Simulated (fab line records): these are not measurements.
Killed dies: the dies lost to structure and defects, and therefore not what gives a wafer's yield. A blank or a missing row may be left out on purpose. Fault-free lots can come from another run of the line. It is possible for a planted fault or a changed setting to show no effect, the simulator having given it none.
Comparing a struck lot with a sound one :: flow sfq_line :: 29 steps out of a route of 325
Sound: wafers L565.1, L565.3, L565.5. Struck: wafers L572.2, L572.5, L572.6. The cause comes at the end.
At each step with rows: each side's tool, then ch and its chambers, then its first start. Under that, the readings that differ: sound wafers :: struck wafers :: difference of the means :: sigmas: that difference in standard deviations of wafers without a fault.
alike: readings with means less than 2 such deviations apart, plus words and numbers identical on both sides. not compared: withheld readings, readings lacking a value on some wafer, bounds such as >300 that could conceal the same value, and numbers that have no deviation in the record and whose values overlap.
A row with sigmas, a row that says differs or no value, or rows on one side alone: a step with any of these is where the two part. Numbers that don't overlap but have no deviation are shown without sigmas and don't part them. A reading that every wafer of one side lacks parts them only if that side has two wafers or more.

SFQ_TRILAYER_L0_BARC_OPEN_METAL_ETCH_010: etches BARC in O2, target depth 125 nm, time 40.12 s.
  sound on rie_metal-04 ch 0,1, day 6 04:02; struck on rie_metal-04 ch 0,1, day 7 18:29
  alike: bias_w, chamber_pressure_mTorr, drypump_motor_current_A, oes_product_au
  not compared: rf_hours_counter_h
SFQ_TRILAYER_L0_ETCH_METAL_ETCH_008: etches MoNx KI in SF6/O2, stops on SiO2, target depth 50 nm, time 25 s.
  sound on rie_metal-04 ch 0,1, day 6 04:06; struck on rie_metal-04 ch 0,1, day 7 18:33
  alike: bias_w, chamber_pressure_mTorr, drypump_motor_current_A, oes_product_au
  not compared: rf_hours_counter_h
then, 2 steps without rows for these wafers: SFQ_TRILAYER_L0_STRIP_STRIP_009 (strips in O2); SFQ_TRILAYER_L0_STRIP_SOLV_CLEAN_010 (cleans in NMP, time 600 s).
SFQ_TRILAYER_L0_CAP_PECVD_011: deposits SiO2 from SiH4/N2O, time 13.333 s, target thk 60 nm.
  sound on pecvd-04 ch 0,1,2, day 6 04:55; struck on pecvd-01 ch 0,1, day 7 19:22
  alike: chamber_pressure_Torr, heater_power_w, throttle_valve_pct
then, 6 steps without rows for these wafers: SFQ_TRILAYER_L0_VIA_LITHO_COAT_018 (resist thk 62 nm); SFQ_TRILAYER_L0_VIA_LITHO_COAT_013 (resist thk 650 nm); SFQ_TRILAYER_L0_VIA_LITHO_SOFTBAKE_017; SFQ_TRILAYER_L0_VIA_LITHO_EXPOSE_014 (exposes mask L0V, target cd 700 nm); SFQ_TRILAYER_L0_VIA_LITHO_PEB_016 (peb time 60 s); SFQ_TRILAYER_L0_VIA_LITHO_DEVELOP_015 (time 60 s).
-- the record jumps here: 4 days lie between the struck wafers' starts before and after --
SFQ_L0V_OVL_MEAS_903:
  struck on overlay-01, day 12 04:58; sound on overlay-02, day 10 13:14
  alike: L0V_OVL
SFQ_TRILAYER_L0_VIA_BARC_OPEN_VIA_ETCH_021: etches BARC in O2, target depth 125 nm, time 41.7 s.
  sound on rie_diel-04 ch 0,1,2, day 10 13:16; struck on rie_diel-01 ch 0,2, day 12 05:00
  no value came back on the struck wafers for bias_w (W), chamber_pressure_mTorr (mTorr), drypump_motor_current_A (A), oes_product_au (a.u.); on the sound wafers bias_w (W) reads 79.98 80.01 80.38
reading: model.KrF_of_TRILAYER_L0_VIA_LITHO_COAT_013.thk_nm (nm)
sound: 568.2 572.5 574.1
struck: 620.2 622.9 623.6
difference: +50.6
sigmas: 
  not compared: rf_hours_counter_h
SFQ_TRILAYER_L0_VIA_ETCH_VIA_ETCH_016: etches SiO2 in CHF3, stops on MoNx KI, target depth 80 nm.
  sound on rie_diel-04 ch 0,1,2, day 10 13:19; struck on rie_diel-01 ch 0,2, day 12 05:02
reading: oes_product_au (a.u.)
sound: 0.824 0.826 0.841
struck: 0.372 0.382 0.383
difference: -0.451
sigmas: -56

reading: model.KrF_of_TRILAYER_L0_VIA_LITHO_COAT_013.thk_nm (nm)
sound: 554.3 558.9 560.6
struck: 606.3 609 609.7
difference: +50.4
sigmas: 
  alike: bias_w, chamber_pressure_mTorr, drypump_motor_current_A
then, 3 steps without rows for these wafers: SFQ_TRILAYER_L0_VIA_STRIP_STRIP_017 (strips in O2); SFQ_TRILAYER_L0_VIA_STRIP_SOLV_CLEAN_018 (cleans in NMP, time 600 s); SFQ_TRILAYER_M0_DEP_PRE_CLEAN_020 (time 15 s).
SFQ_TRILAYER_M0_DEP_SPUTTER_019: material Nb, target thk 200 nm, time 133.3 s.
  struck on pvd_sputter-05, day 12 06:04; sound on pvd_sputter-04, day 10 14:46
  alike: substrate_temp_c, throttle_valve_pct
SFQ_M0_RS_MEAS_904: a four-point-probe measurement.
  struck on film_metro-04, day 12 06:11; sound on film_metro-01, day 10 14:51
  alike: M0_NB_RS
then, 3 steps without rows for these wafers: SFQ_TRILAYER_M0_LITHO_COAT_026 (resist thk 62 nm); SFQ_TRILAYER_M0_LITHO_COAT_021 (resist thk 600 nm); SFQ_TRILAYER_M0_LITHO_SOFTBAKE_025.
-- the record jumps here: 5 days lie between the struck wafers' starts before and after --
SFQ_TRILAYER_M0_LITHO_EXPOSE_022: exposes mask M0, target cd 500 nm.
  sound on krf_scanner-02 ch 0, day 14 23:59; struck on krf_scanner-02, day 17 08:19
  no value came back on the struck wafers for exposure_dose_mJ_cm2, focus_offset_nm (nm); on the sound wafers exposure_dose_mJ_cm2 reads 14.410 14.406 14.395
  alike: mask
then, 2 steps without rows for these wafers: SFQ_TRILAYER_M0_LITHO_PEB_024 (peb time 60 s); SFQ_TRILAYER_M0_LITHO_DEVELOP_023 (time 60 s).
SFQ_M0_OVL_MEAS_906:
  struck on overlay-02, day 17 09:38; sound on overlay-01, day 15 01:29
reading: M0_OVL (nm)
sound: -5 -2 -2
struck: - - -
difference: no value on the struck wafers
sigmas: 
SFQ_TRILAYER_M0_BARC_OPEN_METAL_ETCH_031: etches BARC in O2, target depth 125 nm, time 41.7 s.
  sound on rie_metal-03 ch 0, day 15 01:31; struck on rie_metal-04 ch 0,1, day 17 09:40
  alike: bias_w, chamber_pressure_mTorr, drypump_motor_current_A, oes_product_au
  not compared: rf_hours_counter_h
SFQ_TRILAYER_M0_ETCH_METAL_ETCH_024: etches Nb in Cl2/Ar, stops on SiO2, target depth 240 nm, time 120 s.
  sound on rie_metal-03 ch 0, day 15 01:35; struck on rie_metal-04 ch 0,1, day 17 09:43
  alike: bias_w, chamber_pressure_mTorr, drypump_motor_current_A, oes_product_au
  not compared: rf_hours_counter_h, model.M0.cd_nm
then, 1 step without rows for these wafers: SFQ_TRILAYER_M0_STRIP_STRIP_025 (strips in O2).

== WHERE THEY PART ==
Earliest at SFQ_TRILAYER_L0_VIA_BARC_OPEN_VIA_ETCH_021; latest, in this record, at SFQ_M0_OVL_MEAS_906. Later steps at which nothing parts them and some readings are alike: SFQ_TRILAYER_M0_BARC_OPEN_METAL_ETCH_031, SFQ_TRILAYER_M0_ETCH_METAL_ETCH_024.

WHY: the cause the simulator had injected
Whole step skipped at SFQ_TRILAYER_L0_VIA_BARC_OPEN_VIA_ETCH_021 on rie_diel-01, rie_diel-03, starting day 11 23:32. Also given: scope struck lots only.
